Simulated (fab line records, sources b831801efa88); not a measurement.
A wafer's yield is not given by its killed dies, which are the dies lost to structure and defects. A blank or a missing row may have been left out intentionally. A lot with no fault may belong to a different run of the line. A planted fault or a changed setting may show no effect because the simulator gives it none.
fab line records	flow sky130	part 1 of 2: steps 1 to 28 of 41
record: lots: 5	wafers: 15	lastDay: 50
route steps=708 shown CAPM@547 METAL3@555 VIA3@573
lots that met no fault: from a run of the same line without faults
startH: the number of hours between the record's first day and the start of the first shown wafer of the lot	waitH: hours from the lot's prior step to this one	" same as the row above	L1.1+2: a row that stands for several wafers	- either no value or no given start	* or withheld: withheld	< > ~ a bound
route shown NAME@n: NAME is a module with steps in the file, n the number in the route of the first one	usual: mean/standard deviation taken from wafers without a fault	same: alike in all rows	chamber/n: place in a boat	sites: the reading at each site	_std_site: how widely they spread, as a standard deviation	_edge_site: outer sites' mean less inner sites'	radiusMm: how far each site lies from the wafer's centre	mask NAME#n: copy n	behind: the tool/chamber that last shaped the wafer	hold: why the lot was held/for how many hours/how that ended	device: the n, p or np transistor that did not switch	end of line: tests of these same wafers at the route's end	where a step has no rows: the recipe by itself	killed: dies that structure and defects cost at the first sort, which is not the same as the wafer's yield	map: dies across one wafer; x = killed, . = not, _ = none there
set.NAME: setting as actually run; set.NAME@STEP: the setting as run at that earlier step	model.NAME: the simulator's own value behind a step, which no gauge read
lots at some steps of the route; a table a step, a row a wafer
services: from which hour (startH, from the record's first day; less than 0 if before it) a tool's chamber was out of use, for how many hours, and why
== steps ==
step: SKY_CAPM_PEB_10
recipe: tempC: withheld	timeS: *	resist: NOVOLAK
lot.wafer	tool	chamber	startH	waitH
L076.1+2+6	lithoTrack-01	0	-	-
L079.1+2+5	lithoTrack-02	0	-	-
L080.1+2+4	lithoTrack-01	0	-	-
L082.1+2+3	lithoTrack-02	0	-	-
L095.2+4+5	lithoTrack-03	0	-	-
step: SKY_CAPM_DEVELOP_11
recipe: resist: NOVOLAK	developer: TMAH	developTimeS: 60	devTempC: 23
same: developTimeS: 60
lot.wafer	tool	chamber	startH	waitH
L076.1+2+6	lithoTrack-01	0	898.02	0.1
L079.1+2+5	lithoTrack-02	0	920.26	0.1
L080.1+2+4	lithoTrack-01	0	922.97	0.1
L082.1+2+3	lithoTrack-02	0	933.36	0.1
L095.2+4+5	lithoTrack-03	0	1022.57	0.1
step: SKY_CAPM_OVL_MEAS_12
usual: CAPM_OVL: -0.2/1.3
lot.wafer	tool	chamber	startH	waitH	CAPM_OVL[nm]
L076.1	overlay-01	-	898.17	0.1	0.0
L076.2	"	-	"	"	-0.1
L076.6	"	-	"	"	-1.2
L079.1	overlay-01	-	920.41	0.1	0.9
L079.2	"	-	"	"	-0.4
L079.5	"	-	"	"	-2.4
L080.1	overlay-01	-	923.12	0.1	4.7
L080.2	"	-	"	"	1.3
L080.4	"	-	"	"	1.6
L082.1	overlay-02	-	933.51	0.1	0.2
L082.2	"	-	"	"	-1.2
L082.3	"	-	"	"	-1.6
L095.2	overlay-02	-	1022.70	0.1	-0.9
L095.4	"	-	"	"	-1.8
L095.5	"	-	"	"	-1.2
step: SKY_CAPM_METAL_ETCH_13
recipe: targetDepthNm: 220	stopOn: SiO2	chemistry: Cl2/BCl3	target: TiN	pressureMtorr: 10	icpW: 900	biasW: 48.5	Cl2_flow_sccm: 60	bcl3FlowSccm: 30	timeS: 62.9
usual: drypumpMotorCurrentA: 5.8/0.5	oesProductAu: 0.941/0.0089	rfFwdPowerW: 894/3.3	throttleValvePct: 21.902/0.011
lot.wafer	tool	chamber	startH	waitH	drypumpMotorCurrentA	oesProductAu	rfFwdPowerW	rfHoursCounterH	throttleValvePct
L076.1	rieMetal-04	0	898.21	0.0	5.5	0.936	892	1	21.912
L076.2	"	0	"	"	5.5	0.948	888	-	21.885
L076.6	"	0	"	"	5.5	0.954	889	-	21.892
L079.1	rieMetal-01	1	920.45	0.0	5.0	0.944	890	13	21.894
L079.2	"	0	"	"	6.2	0.957	892	12	21.921
L079.5	"	1	"	"	5.0	0.942	891	-	21.899
L080.1	rieMetal-01	1	923.16	0.0	5.0	0.947	894	13	21.904
L080.2	"	0	"	"	6.2	0.935	890	12	21.913
L080.4	"	1	"	"	5.0	0.939	891	-	21.887
L082.1	rieMetal-04	0	933.55	0.0	5.5	0.943	895	3	21.889
L082.2	"	1	"	"	5.5	0.943	895	1	21.898
L082.3	"	1	"	"	5.5	0.937	897	-	21.902
L095.2	rieMetal-03	0	1022.73	0.0	6.5	0.942	893	11	21.893
L095.4	"	0	"	"	6.5	0.933	893	-	21.919
L095.5	"	0	"	"	6.5	0.952	897	-	21.901
step: SKY_CAPM_STRIP_14
recipe: chemistry: O2/N2	powerW: 1400	pressureMtorr: 1500	platenTempC: withheld	o2FlowSccm: 3000	n2FlowSccm: 300	overashFraction: 0.5
usual: drypumpMotorCurrentA: 6.06/0.2	oesProductAu: 0.710/0.0048	stripTimeToEndpointS: 12.67/0.045
same: overashFraction: 0.5
lot.wafer	tool	chamber	startH	waitH	drypumpMotorCurrentA	oesProductAu	rfHoursCounterH	stripTimeToEndpointS
L076.1	plasmaAsher-02	1	898.36	0.1	6.27	0.706	17	12.65
L076.2	"	0	"	"	5.97	0.721	17	12.65
L076.6	"	0	"	"	5.98	0.713	-	12.72
L079.1	plasmaAsher-02	0	920.52	0.1	6.00	0.704	19	12.66
L079.2	"	1	"	"	6.23	0.708	19	12.65
L079.5	"	0	"	"	5.99	0.704	-	12.72
L080.1	plasmaAsher-04	0	923.23	0.1	6.11	0.714	82	12.62
L080.2	"	1	"	"	5.64	0.716	82	12.67
L080.4	"	1	"	"	5.65	0.712	-	12.65
L082.1	plasmaAsher-04	1	933.62	0.1	5.66	0.709	83	12.67
L082.2	"	0	"	"	6.07	0.719	83	12.61
L082.3	"	1	"	"	5.65	0.713	-	12.59
L095.2	plasmaAsher-01	1	1022.80	0.1	6.20	0.707	114	12.67
L095.4	"	0	"	"	6.10	0.712	-	12.61
L095.5	"	1	"	"	6.21	0.703	-	12.70
step: SKY_CAPM_STRIP_15
recipe: chemistry: postEtchResidueRemover	timeS: 1200	tempC: 72.5
lot.wafer	tool	chamber	startH	waitH
L076.1+2+6	wetBench-04	3	898.46	0.1
L079.1+2+5	wetBench-02	2	920.62	0.1
L080.1+2+4	wetBench-02	1	923.33	0.1
L082.1+2+3	wetBench-01	3	933.72	0.1
L095.2+4+5	wetBench-04	2	1022.90	0.1
step: SKY_CAPM_CLEAN_16
recipe: chemistry: IPA	timeS: 180	tempC: 25
lot.wafer	tool	chamber	startH	waitH
L076.1+2+6	wetBench-02	3	898.80	0.0
L079.1+2+5	wetBench-01	1	920.96	0.0
L080.1+2+4	wetBench-04	2	923.71	0.0
L082.1+2+3	wetBench-04	0	934.06	0.0
L095.2+4+5	wetBench-02	3	1023.28	0.0
step: SKY_CAPM_CLEAN_17
recipe: chemistry: O3/DIW	dry: n2Spin
lot.wafer	tool	chamber	startH	waitH
L076.1+2+6	wetBench-01	2	898.86	0.0
L079.1+2+5	wetBench-04	3	921.02	0.0
L080.1+2+4	wetBench-02	0	923.77	0.0
L082.1+2+3	wetBench-01	0	934.12	0.0
L095.2+4+5	wetBench-01	0	1023.39	0.0
step: SKY_METAL3_DEHYDRATE_05
recipe: tempC: 200	timeS: 60
lot.wafer	tool	chamber	startH	waitH
L076.1+2+6	lithoTrack-02	0	910.96	12.0
L079.1+2+5	lithoTrack-01	0	932.52	11.4
L080.1+2+4	lithoTrack-01	0	934.92	11.1
L082.1+2+3	lithoTrack-02	0	945.96	11.7
L095.2+4+5	lithoTrack-04	0	1033.80	10.3
step: SKY_METAL3_HMDS_06
recipe: primeTimeS: 60	primeTempC: 120
lot.wafer	tool	chamber	startH	waitH
L076.1+2+6	lithoTrack-02	0	911.11	0.1
L079.1+2+5	lithoTrack-01	0	932.67	0.1
L080.1+2+4	lithoTrack-01	0	935.07	0.1
L082.1+2+3	lithoTrack-02	0	946.11	0.1
L095.2+4+5	lithoTrack-04	0	1033.95	0.1
step: SKY_METAL3_COAT_07
recipe: resist: BARC	tempC: withheld	timeS: withheld	spinRpm: 3000	resistThkNm: 60
lot.wafer	tool	chamber	startH	waitH
L076.1+2+6	lithoTrack-02	0	911.26	0.1
L079.1+2+5	lithoTrack-01	0	932.82	0.1
L080.1+2+4	lithoTrack-01	0	935.22	0.1
L082.1+2+3	lithoTrack-02	0	946.26	0.1
L095.2+4+5	lithoTrack-04	0	1034.10	0.1
step: SKY_METAL3_COAT_08
recipe: resist: KrF-thick	spinRpm: 3000	resistThkNm: 1140
lot.wafer	tool	chamber	startH	waitH
L076.1+2+6	lithoTrack-02	0	-	-
L079.1+2+5	lithoTrack-01	0	-	-
L080.1+2+4	lithoTrack-01	0	-	-
L082.1+2+3	lithoTrack-02	0	-	-
L095.2+4+5	lithoTrack-04	0	-	-
step: SKY_METAL3_SOFTBAKE_09
recipe: tempC: 100	timeS: 90	resist: KrF-thick
lot.wafer	tool	chamber	startH	waitH
L076.1+2+6	lithoTrack-02	0	-	-
L079.1+2+5	lithoTrack-01	0	-	-
L080.1+2+4	lithoTrack-01	0	-	-
L082.1+2+3	lithoTrack-02	0	-	-
L095.2+4+5	lithoTrack-04	0	-	-
step: SKY_METAL3_EXPOSE_10
recipe: maskId: MM3	na: 0.68	sourceShape: annular	sigmaInner: 0.4	sigmaOuter: 0.8	targetCdNm: 300	doseMj: 28
usual: focusOffsetNm: 0.0/0.6
lot.wafer	tool	chamber	startH	waitH	mask	focusOffsetNm
L076.1	krfScanner-02	0	-	-	MM3#0	0.0
L076.2	"	0	"	"	MM3#0	-0.1
L076.6	"	0	"	"	MM3#0	-0.3
L079.1	krfScanner-02	0	-	-	MM3#0	-0.1
L079.2	"	0	"	"	MM3#0	0.3
L079.5	"	0	"	"	MM3#0	1.5
L080.1	krfScanner-02	0	-	-	MM3#0	-0.2
L080.2	"	0	"	"	MM3#0	-0.1
L080.4	"	0	"	"	MM3#0	-0.6
L082.1	krfScanner-01	0	-	-	MM3#0	-0.6
L082.2	"	0	"	"	MM3#0	-1.1
L082.3	"	0	"	"	MM3#0	-0.5
L095.2	krfScanner-01	0	-	-	MM3#0	0.8
L095.4	"	0	"	"	MM3#0	0.3
L095.5	"	0	"	"	MM3#0	0.4
step: SKY_METAL3_PEB_11
recipe: pebTempC: withheld	pebTimeS: withheld	resist: KrF-thick
lot.wafer	tool	chamber	startH	waitH
L076.1+2+6	lithoTrack-02	0	-	-
L079.1+2+5	lithoTrack-04	0	-	-
L080.1+2+4	lithoTrack-02	0	-	-
L082.1+2+3	lithoTrack-04	0	-	-
L095.2+4+5	lithoTrack-04	0	-	-
step: SKY_METAL3_DEVELOP_12
recipe: developTimeS: 60	resist: KrF-thick	devTempC: 21
same: developTimeS: 60
lot.wafer	tool	chamber	startH	waitH
L076.1+2+6	lithoTrack-02	0	-	-
L079.1+2+5	lithoTrack-04	0	-	-
L080.1+2+4	lithoTrack-02	0	-	-
L082.1+2+3	lithoTrack-04	0	-	-
L095.2+4+5	lithoTrack-04	0	-	-
step: SKY_METAL3_CD_MEAS_13
recipe: targetCdNm: 300
usual: cdNm: 300.1/1.6
lot.wafer	tool	chamber	startH	waitH	cdNm
L076.1	cdSem-01	-	924.11	-	298.8
L076.2	"	-	"	"	298.5
L076.6	"	-	"	"	299.4
L079.1	cdSem-02	-	945.38	-	300.4
L079.2	"	-	"	"	300.4
L079.5	"	-	"	"	298.7
L080.1	cdSem-01	-	947.46	-	301.3
L080.2	"	-	"	"	300.5
L080.4	"	-	"	"	300.6
L082.1	cdSem-01	-	958.48	-	299.8
L082.2	"	-	"	"	298.2
L082.3	"	-	"	"	298.2
L095.2	cdSem-02	-	1045.90	-	301.4
L095.4	"	-	"	"	301.3
L095.5	"	-	"	"	301.7
step: SKY_METAL3_OVL_MEAS_14
usual: METAL3_OVL: 1/5.1
lot.wafer	tool	chamber	startH	waitH	METAL3_OVL[nm]
L076.1	overlay-02	-	924.23	0.1	2
L076.2	"	-	"	"	3
L076.6	"	-	"	"	12
L079.1	overlay-02	-	945.50	0.1	12
L079.2	"	-	"	"	-8
L079.5	"	-	"	"	5
L080.1	overlay-01	-	947.58	0.1	0
L080.2	"	-	"	"	-1
L080.4	"	-	"	"	3
L082.1	overlay-01	-	958.60	0.1	-1
L082.2	"	-	"	"	4
L082.3	"	-	"	"	3
L095.2	overlay-01	-	1046.01	0.1	-2
L095.4	"	-	"	"	0
L095.5	"	-	"	"	-3
step: SKY_METAL3_DESCUM_15
recipe: chemistry: O2	sourcePowerW: 150	biasPowerW: 0	pressureMtorr: 10	tempC: 40	timeS: 8
usual: drypumpMotorCurrentA: 5.8/0.43	oesProductAu: 0.995/0.012	rfFwdPowerW: 147.2/1
lot.wafer	tool	chamber	startH	waitH	drypumpMotorCurrentA	oesProductAu	rfFwdPowerW	rfHoursCounterH
L076.1	rieMetal-03	0	924.27	0.0	6.5	0.999	149.0	6
L076.2	"	1	"	"	6.0	0.991	147.0	11
L076.6	"	0	"	"	6.5	0.994	148.5	-
L079.1	rieMetal-04	1	945.53	0.0	5.5	1.015	148.0	2
L079.2	"	0	"	"	5.5	0.997	148.0	4
L079.5	"	0	"	"	5.5	1.005	148.1	-
L080.1	rieMetal-02	1	947.62	0.0	5.3	0.984	145.9	7
L080.2	"	1	"	"	5.3	0.980	145.7	-
L080.4	"	1	"	"	5.3	0.994	146.0	-
L082.1	rieMetal-04	1	958.63	0.0	5.5	1.011	147.6	2
L082.2	"	0	"	"	5.5	1.000	147.1	4
L082.3	"	1	"	"	5.5	1.017	148.5	-
L095.2	rieMetal-03	0	1046.04	0.0	6.5	1.006	148.7	12
L095.4	"	1	"	"	6.0	0.981	147.1	-
L095.5	"	0	"	"	6.5	0.999	149.1	-
step: SKY_METAL3_ETCH_16
recipe: chemistry: N2/H2	target: BARC	ionEnergyEv: 200	biasW: 100	pressureMtorr: 30	n2FlowSccm: 100	h2FlowSccm: 200	icpW: 500	stopOn: SiO2	timeS: 88.2	targetDepthA: 600
usual: drypumpMotorCurrentA: 5.8/0.43	h2FlowSccm: 199.9/0.6	oesProductAu: 0.626/0.0043	rfFwdPowerW: 497.0/1.9	throttleValvePct: 13.203/0.0088
lot.wafer	tool	chamber	startH	waitH	drypumpMotorCurrentA	h2FlowSccm	oesProductAu	rfFwdPowerW	rfHoursCounterH	throttleValvePct
L076.1	rieMetal-03	0	924.30	0.0	6.5	200.0	0.629	498.3	6	13.200
L076.2	"	1	"	"	6.1	199.9	0.626	496.7	11	13.210
L076.6	"	0	"	"	6.5	200.3	0.621	496.9	-	13.206
L079.1	rieMetal-04	1	945.57	0.0	5.5	199.8	0.632	496.1	2	13.206
L079.2	"	0	"	"	5.5	199.4	0.629	499.3	4	13.216
L079.5	"	0	"	"	5.5	199.6	0.633	497.1	-	13.211
L080.1	rieMetal-02	1	947.68	0.1	5.3	200.3	0.627	496.9	7	13.208
L080.2	"	1	"	"	5.3	200.8	0.622	496.5	-	13.198
L080.4	"	1	"	"	5.3	200.3	0.623	497.7	-	13.212
L082.1	rieMetal-04	1	958.67	0.0	5.5	199.9	0.618	500.6	2	13.201
L082.2	"	0	"	"	5.5	200.4	0.626	498.3	4	13.217
L082.3	"	1	"	"	5.5	199.8	0.630	502.0	-	13.201
L095.2	rieMetal-03	0	1046.07	0.0	6.5	199.5	0.624	499.0	12	13.193
L095.4	"	1	"	"	5.9	199.8	0.626	498.4	-	13.200
L095.5	"	0	"	"	6.5	199.2	0.629	499.6	-	13.202
step: SKY_METAL3_ETCH_17
recipe: target: SiO2	stopOn: TiN	chemistry: C4F8/O2/Ar	sourceW: 1500	biasW: 1200	pressureMtorr: 40	c4f8FlowSccm: withheld	O2_flow_sccm: 6	Ar_flow_sccm: 300	timeS: 3.9	targetDepthA: 150
usual: oesProductAu: 0.755/0.0073	rfFwdPowerW: 1469/6.6
lot.wafer	tool	chamber	startH	waitH	oesProductAu	rfFwdPowerW	rfHoursCounterH
L076.1	rieDiel-04	1	924.40	0.1	0.764	1466	12
L076.2	"	2	"	"	0.765	1464	21
L076.6	"	0	"	"	0.757	1467	-
L079.1	rieDiel-03	2	945.66	0.1	0.751	1473	2
L079.2	"	0	"	"	0.756	1471	8
L079.5	"	0	"	"	0.766	1470	-
L080.1	rieDiel-03	3	947.88	0.2	0.754	1479	17
L080.2	"	1	"	"	0.743	1479	20
L080.4	"	0	"	"	0.761	1482	8
L082.1	rieDiel-04	2	958.76	0.1	0.747	1468	22
L082.2	"	0	"	"	0.748	1473	16
L082.3	"	3	"	"	0.745	1481	2
L095.2	rieDiel-01	3	1046.17	0.1	0.748	1470	12
L095.4	"	1	"	"	0.759	1468	6
L095.5	"	1	"	"	0.755	1463	-
step: SKY_METAL3_METAL_ETCH_18
recipe: targetDepthA: 8450	stopOn: SiO2	overEtchFrac: 0.3	timeS: 183.1	chemistry: Cl2/BCl3	resistSidewallDeg: 88	pressureMtorr: 10	icpW: 900	biasW: 48.5	Cl2_flow_sccm: 60	bcl3FlowSccm: 30
usual: drypumpMotorCurrentA: 5.6/0.33	oesProductAu: 0.865/0.0064	rfFwdPowerW: 897/3.2	throttleValvePct: 22.265/0.0091
lot.wafer	tool	chamber	startH	waitH	drypumpMotorCurrentA	oesProductAu	rfFwdPowerW	rfHoursCounterH	throttleValvePct
L076.1	rieMetal-04	1	924.41	0.0	5.5	0.861	899	1	22.275
L076.2	"	0	"	"	5.5	0.868	895	3	22.252
L076.6	"	1	"	"	5.5	0.867	897	-	22.258
L079.1	rieMetal-03	1	945.68	0.0	6.0	0.863	899	12	22.281
L079.2	"	0	"	"	6.5	0.863	895	7	22.261
L079.5	"	1	"	"	6.1	0.861	897	-	22.259
L080.1	rieMetal-04	1	947.89	0.0	5.5	0.857	892	2	22.246
L080.2	"	0	"	"	5.5	0.870	893	4	22.254
L080.4	"	0	"	"	5.5	0.863	899	-	22.248
L082.1	rieMetal-02	1	958.78	0.0	5.3	0.866	895	8	22.261
L082.2	"	1	"	"	5.3	0.858	895	-	22.255
L082.3	"	1	"	"	5.3	0.870	894	-	22.266
L095.2	rieMetal-02	0	1046.18	0.0	5.7	0.875	892	2	22.265
L095.4	"	1	"	"	5.3	0.882	895	-	22.257
L095.5	"	0	"	"	5.7	0.882	892	-	22.259
step: SKY_METAL3_STRIP_19
recipe: chemistry: O2/N2	powerW: 1400	pressureMtorr: 1500	platenTempC: withheld	o2FlowSccm: 3000	n2FlowSccm: 300	overashFraction: 0.5
usual: drypumpMotorCurrentA: 6.08/0.22	oesProductAu: 0.503/0.0062	stripTimeToEndpointS: 6.57/0.11
same: overashFraction: 0.5
lot.wafer	tool	chamber	startH	waitH	drypumpMotorCurrentA	oesProductAu	rfHoursCounterH	stripTimeToEndpointS
L076.1	plasmaAsher-01	1	924.59	0.1	6.26	0.491	103	6.34
L076.2	"	0	"	"	6.17	0.504	103	6.54
L076.6	"	0	"	"	6.13	0.489	-	6.40
L079.1	plasmaAsher-01	1	945.86	0.1	6.21	0.506	105	6.82
L079.2	"	0	"	"	6.12	0.513	105	6.72
L079.5	"	0	"	"	6.13	0.512	-	6.76
L080.1	plasmaAsher-01	1	948.07	0.1	6.22	0.492	106	6.41
L080.2	"	0	"	"	6.13	0.507	106	6.64
L080.4	"	1	"	"	6.23	0.503	-	6.64
L082.1	plasmaAsher-04	1	959.14	0.3	5.66	0.502	86	6.61
L082.2	"	0	"	"	6.04	0.508	86	6.56
L082.3	"	0	"	"	6.06	0.508	-	6.66
L095.2	plasmaAsher-01	1	1046.36	0.1	6.24	0.503	116	6.54
L095.4	"	0	"	"	6.19	0.512	-	6.73
L095.5	"	1	"	"	6.25	0.495	-	6.53
step: SKY_METAL3_STRIP_20
recipe: chemistry: postEtchResidueRemover	timeS: 1200	tempC: 72.5
lot.wafer	tool	chamber	startH	waitH
L076.1+2+6	wetBench-01	0	924.69	0.1
L079.1+2+5	wetBench-01	0	945.96	0.1
L080.1+2+4	wetBench-01	3	948.17	0.1
L082.1+2+3	wetBench-03	2	959.24	0.1
L095.2+4+5	wetBench-03	1	1046.46	0.1
step: SKY_METAL3_CLEAN_21
recipe: chemistry: IPA	timeS: 180	tempC: 25
lot.wafer	tool	chamber	startH	waitH
L076.1+2+6	wetBench-03	1	925.03	0.0
L079.1+2+5	wetBench-03	0	946.30	0.0
L080.1+2+4	wetBench-01	1	948.51	0.0
L082.1+2+3	wetBench-01	1	959.58	0.0
L095.2+4+5	wetBench-01	1	1046.80	0.0
step: SKY_METAL3_CLEAN_22
recipe: chemistry: O3/DIW	dry: n2Spin
lot.wafer	tool	chamber	startH	waitH
L076.1+2+6	wetBench-01	1	925.09	0.0
L079.1+2+5	wetBench-01	0	946.36	0.0
L080.1+2+4	wetBench-03	0	948.71	0.1
L082.1+2+3	wetBench-03	2	959.64	0.0
L095.2+4+5	wetBench-03	0	1046.86	0.0
step: SKY_VIA3_HDPCVD_00
recipe: material: SiO2	targetThkNm: 1635	sigmaOpenFrac: 0.3	timeS: 272.5	tempC: 400	sih4FlowSccm: 60	pressureMtorr: 6
usual: pressureMtorr: 6.000/0.01
lot.wafer	tool	chamber	startH	waitH	pressureMtorr
L076.1	hdpcvd-02	1	925.18	0.0	5.984
L076.2	"	2	"	"	5.992
L076.6	"	0	"	"	6.002
L079.1	hdpcvd-01	1	946.45	0.0	6.000
L079.2	"	2	"	"	6.024
L079.5	"	0	"	"	5.986
L080.1	hdpcvd-02	2	948.81	0.0	6.016
L080.2	"	1	"	"	6.008
L080.4	"	2	"	"	6.009
L082.1	hdpcvd-01	1	959.73	0.0	6.011
L082.2	"	2	"	"	5.988
L082.3	"	0	"	"	6.000
L095.2	hdpcvd-02	0	1046.95	0.0	6.008
L095.4	"	0	"	"	5.982
L095.5	"	2	"	"	6.010
step: SKY_VIA3_THK_MEAS_01
recipe: reads: SiO2_of_VIA3_HDPCVD_00
usual: VIA3_HDPCVD_THK: 1631/25
lot.wafer	tool	chamber	startH	waitH	VIA3_HDPCVD_THK[nm]
L076.1	filmMetro-03	-	925.35	0.1	1636
L076.2	"	-	"	"	1646
L076.6	"	-	"	"	1608
L079.1	filmMetro-02	-	946.62	0.1	1640
L079.2	"	-	"	"	1578
L079.5	"	-	"	"	1594
L080.1	filmMetro-04	-	948.97	0.1	1641
L080.2	"	-	"	"	1629
L080.4	"	-	"	"	1637
L082.1	filmMetro-03	-	959.90	0.1	1670
L082.2	"	-	"	"	1603
L082.3	"	-	"	"	1639
L095.2	filmMetro-04	-	1047.13	0.1	1640
L095.4	"	-	"	"	1650
L095.5	"	-	"	"	1660
